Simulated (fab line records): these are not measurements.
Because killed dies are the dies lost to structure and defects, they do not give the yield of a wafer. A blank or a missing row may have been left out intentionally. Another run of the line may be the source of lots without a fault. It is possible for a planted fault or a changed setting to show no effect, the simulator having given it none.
The tool behind it: which one?	flow sky130	11 lots, 33 wafers sampled, at 2 steps of a route of 708

## WHAT THE GAUGES READ, wafer by wafer
SKY_VIA2_OVL_MEAS_13.
lot	measured	on	VIA2_OVL (nm)
L629	day 36 05:09	overlay-02	-8 -8 -9
L632	day 37 13:42	overlay-01	-2 4 1
L634	day 38 03:55	overlay-02	-4 5 -7
L633	day 38 06:04	overlay-02	1 3 -4
L637	day 38 23:52	overlay-02	-4 -8 -5
L640	day 39 21:30	overlay-02	-2 2 -5
L641	day 40 01:32	overlay-01	-15 -7 -4
L645	day 41 09:28	overlay-01	-5 -4 -5
L650	day 42 18:29	overlay-01	-1 4 -6
L651	day 42 21:05	overlay-02	-8 -5 -5
L652	day 43 01:34	overlay-02	-9 -6 -1

## TOOL THAT RAN EACH LOT (tool first, then ch and the chambers of the sampled wafers, then the start)
lot	SKY_VIA2_CMP_02
L629	cmp-01 ch 0,2,3, day 35 02:16
L632	cmp-02 ch 0,1,3, day 36 11:52
L634	cmp-02 ch 1,2,3, day 37 01:56
L633	cmp-01 ch 0,2,3, day 37 03:59
L637	cmp-02 ch 2,3, day 37 21:43
L640	cmp-01 ch 1,2,3, day 38 19:49
L641	cmp-02 ch 0,1,3, day 39 00:31
L645	cmp-01 ch 0,2,3, day 40 09:06
L650	cmp-01 ch 0,1,2, day 41 19:29
L651	cmp-01 ch 1,2, day 41 22:21
L652	cmp-01 ch 0,1,3, day 42 02:08
- SKY_VIA2_CMP_02: polishes SiO2.

## WHAT THE TOOLS THEMSELVES READ (means of the sampled wafers that have a number; where no wafer has one, the mark that the record gives instead)
SKY_VIA2_CMP_02.
lot	tool	motor current A (A)	platen rpm (rpm)
L629	cmp-01	12.1	59.98
L632	cmp-02	11.7	60.01
L634	cmp-02	11.1	60.01
L633	cmp-01	12.4	60.00
L637	cmp-02	11.0	59.99
L640	cmp-01	11.9	60.03
L641	cmp-02	11.2	59.97
L645	cmp-01	12.2	60.01
L650	cmp-01	11.4	60.01
L651	cmp-01	11.6	60.02
L652	cmp-01	11.9	60.01

## THE ANSWER, worked out from the rows above alone
Rule: what is usual is taken from the lots themselves. Put in order of their means at a reading, lots are off if they are a third of the lots or fewer, leave a main group of 4 or more, and stand apart from it by a gap of 3 or more times the standard deviation of the main group's means; of several such gaps the widest counts. A main group is skipped when, at the precision printed for the reading in the tables above, its means are all equal. Also off: a lot with no number at a reading for which 4 or more lots have one. The other lots that the step has rows for count as sound. Order of review: gauges by route order, followed by the tools' own readings, for which a lot's mean as printed above is used. At the first step where some lot is off, the reading lying furthest off is the one used; lots without a number count as furthest.
No lot is off at any reading shown: from this, nothing can be told.

## WHAT WAS PUT IN BY THE SIMULATOR
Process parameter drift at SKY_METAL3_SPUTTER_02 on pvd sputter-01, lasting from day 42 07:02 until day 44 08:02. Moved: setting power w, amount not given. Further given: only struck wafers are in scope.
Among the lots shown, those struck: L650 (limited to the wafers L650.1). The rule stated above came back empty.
